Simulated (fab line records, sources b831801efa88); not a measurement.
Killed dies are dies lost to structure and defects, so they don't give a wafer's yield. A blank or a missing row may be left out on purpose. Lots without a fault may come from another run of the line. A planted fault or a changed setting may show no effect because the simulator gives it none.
Which tool did it? | flow gf180mcu | 11 lots, 33 wafers sampled, at 3 steps of a route of 602

WHAT THE GAUGES READ, wafer by wafer
GF_POLY_GATE_THK_MEAS_01.
lot  | measured     | on            | POLY_GATE_CVD_00_THK (nm)
L408 | day 9 07:56  | film_metro-02 | 199.1 198.7 199.3
L409 | day 9 10:48  | film_metro-01 | 200.9 200.9 202.8
L412 | day 10 11:02 | film_metro-01 | 199.6 201.0 200.6
L414 | day 11 06:16 | film_metro-04 | 203.8 202.2 204.1
L415 | day 11 10:44 | film_metro-04 | 198.6 197.6 197.1
L416 | day 11 17:19 | film_metro-04 | 197.8 196.5 197.5
L421 | day 13 04:10 | film_metro-04 | 144.1 145.1 144.6
L422 | day 13 08:46 | film_metro-04 | 141.8 143.9 142.4
L425 | day 14 07:48 | film_metro-01 | 200.7 199.1 199.9
L426 | day 14 11:20 | film_metro-02 | 197.3 200.4 199.8
L428 | day 15 04:18 | film_metro-02 | 199.8 201.3 199.4

WHICH TOOL RAN EACH LOT (tool, then ch and the chambers of the sampled wafers, then the start)
lot  | GF_NWELL_STRIP_10                   | GF_POLY_GATE_CVD_00
L408 | plasma_asher-03 ch 0,1, day 4 01:22 | lpcvd-01 ch 1, day 9 06:35
L409 | plasma_asher-03 ch 0,1, day 4 04:22 | lpcvd-02 ch 0, day 9 09:27
L412 | plasma_asher-01 ch 0,1, day 4 20:52 | lpcvd-01 ch 1, day 10 09:41
L414 | plasma_asher-01 ch 0,1, day 5 10:07 | lpcvd-02 ch 1, day 11 04:16
L415 | plasma_asher-03 ch 0,1, day 5 14:24 | lpcvd-01 ch 0, day 11 09:22
L416 | plasma_asher-04 ch 0,1, day 5 20:55 | lpcvd-01 ch 0, day 11 15:58
L421 | plasma_asher-01 ch 0,1, day 6 22:17 | lpcvd-01 ch 1, day 13 02:49
L422 | plasma_asher-01 ch 0,1, day 7 03:28 | lpcvd-01 ch 1, day 13 07:26
L425 | plasma_asher-04 ch 0,1, day 7 20:51 | lpcvd-02 ch 1, day 14 06:27
L426 | plasma_asher-03 ch 0,1, day 8 01:07 | lpcvd-02 ch 1, day 14 10:00
L428 | plasma_asher-04 ch 0,1, day 8 11:25 | lpcvd-02 ch 1, day 15 02:58
- GF_NWELL_STRIP_10: strips in O2/N2.
- GF_POLY_GATE_CVD_00: deposits poly-Si, target thk 200 nm, time 1200 s.

THE ANSWER, worked out from the rows above alone
Rule: what is usual is taken from the lots themselves. Put in order of their means at a reading, lots are off if they are a third of the lots or fewer, leave a main group of 4 or more, and stand apart from it by a gap of 3 or more times the standard deviation of the main group's means; of several such gaps the widest counts. A main group whose means are all the same, to the digits that the tables above print for the reading, isn't used. A lot without any number at a reading at which 4 lots or more have one is off too. The other lots that the step has rows for count as sound.
Off: L421, L422, at GF_POLY_GATE_THK_MEAS_01 (POLY_GATE_CVD_00_THK). The main group: mean 199.8 nm, standard deviation 1.8.
A tool fits if, at a process step before that reading, it ran every lot that is off, and no sound lot after the first of them. The gauges at GF_POLY_GATE_THK_MEAS_01 are tried like those tools. Can't be told from this: 3 tools fit, plasma_asher-01 at GF_NWELL_STRIP_10, lpcvd-01 at GF_POLY_GATE_CVD_00, film_metro-04 at GF_POLY_GATE_THK_MEAS_01.

WHAT THE SIMULATOR HAD PUT IN
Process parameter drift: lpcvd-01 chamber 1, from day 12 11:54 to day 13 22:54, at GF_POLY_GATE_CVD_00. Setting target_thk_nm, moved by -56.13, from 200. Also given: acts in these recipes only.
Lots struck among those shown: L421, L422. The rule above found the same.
